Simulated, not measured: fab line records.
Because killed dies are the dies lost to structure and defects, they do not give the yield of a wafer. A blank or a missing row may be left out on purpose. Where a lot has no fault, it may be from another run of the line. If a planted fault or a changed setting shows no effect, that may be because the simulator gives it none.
Comparing a struck lot with a sound one / flow gf180mcu / 15 out of 602 route steps
Sound: the wafers L776.1, L776.3, L776.6. Struck: wafer L784.1 (left out: L784.2, L784.3 of the same lot, which were not struck); the cause appears at the end.
At each step with rows: each side's tool, then ch and its chambers, then its first start. Under that, the readings that differ: sound wafers / struck wafers / difference of the means / sigmas: that difference in standard deviations of wafers without a fault.
alike: same words and numbers on both sides, and readings whose means sit less than 2 such deviations apart. not compared: any withheld reading, any reading some wafer has no value for, any bound like >300 that may hide the same value, and any number with overlapping values for which the record gives no deviation.
The two part at a step that has a row with sigmas, a row that says differs or no value, or rows on one side only. Numbers that have no deviation but don't overlap get no sigmas and don't part them. Lack of a reading on every wafer of one side parts them only where that side has two or more wafers.

first, 1 step without rows for these wafers: GF_VT_IMPLANT_IMPLANT_19.
GF_VT_IMPLANT_STRIP_20: strips in O2/N2.
  sound on plasma asher-02 ch 0,1, day 9 08:57; struck on plasma asher-02 ch 0, day 11 13:03
reading=chamber pressure mTorr (mTorr); sound=1499.3 1500.1 1499.1; struck=1503.1; difference=+3.6; sigmas=+3
reading=strip time to endpoint s (s); sound=12.58 12.60 12.60; struck=12.68; difference=+0.09; sigmas=+3
  alike: drypump motor current A, heater power w, oes product au, platen temp c
  not compared: rf hours counter h
GF_VT_IMPLANT_TW_MEAS_21:
  sound: film metro-02 at day 9 09:03; struck: film metro-02 at day 11 13:09
  alike: VT_IMPLANT_2_TW
then, 7 steps without rows for these wafers: GF_VT_IMPLANT_DEHYDRATE_22 (time 60 s); GF_VT_IMPLANT_HMDS_23 (prime time 60 s); GF_VT_IMPLANT_COAT_24 (resist thk 1000 nm); GF_VT_IMPLANT_SOFTBAKE_25 (time 60 s); GF_VT_IMPLANT_EXPOSE_26 (exposes mask LVPWELL HV AREA, target cd 860 nm); GF_VT_IMPLANT_PEB_27; GF_VT_IMPLANT_DEVELOP_28 (develop time 60 s).
GF_VT_IMPLANT_OVL_MEAS_29:
  sound: overlay-02 at day 10 02:10; struck: overlay-01 at day 12 08:25
  alike: VT_IMPLANT_02_OVL
next, for these wafers, 1 step has no rows: GF_VT_IMPLANT_IMPLANT_30.
GF_VT_IMPLANT_STRIP_31: strips in O2/N2.
  sound on plasma asher-01 ch 0,1, day 10 02:21; struck on plasma asher-03 ch 0, day 12 08:36
reading=chamber pressure mTorr (mTorr); sound=1499.9 1499.3 1501.6; struck=1199.7; difference=-300.6; sigmas=-99 or more
reading=heater power w (W); sound=303 298 333; struck=367; difference=+56; sigmas=+2
reading=oes product au (a.u.); sound=0.713 0.709 0.715; struck=0.677; difference=-0.035; sigmas=-7
reading=strip time to endpoint s (s); sound=12.61 12.60 12.64; struck=13.55; difference=+0.93; sigmas=+27
  alike: drypump motor current A, platen temp c
  not compared: rf hours counter h
GF_VT_IMPLANT_TW_MEAS_32:
  sound: film metro-04 at day 10 02:27; struck: film metro-02 at day 12 08:42
  alike: VT_IMPLANT_3_TW
GF_PASSIVATION_PROBE_99:
  sound wafers here have rows in the record (prober-01, day 32 13:41); struck ones have none

WHERE THEY PART
First at GF_VT_IMPLANT_STRIP_20; last, within this record, at GF_PASSIVATION_PROBE_99.

WHY: the cause the simulator had injected
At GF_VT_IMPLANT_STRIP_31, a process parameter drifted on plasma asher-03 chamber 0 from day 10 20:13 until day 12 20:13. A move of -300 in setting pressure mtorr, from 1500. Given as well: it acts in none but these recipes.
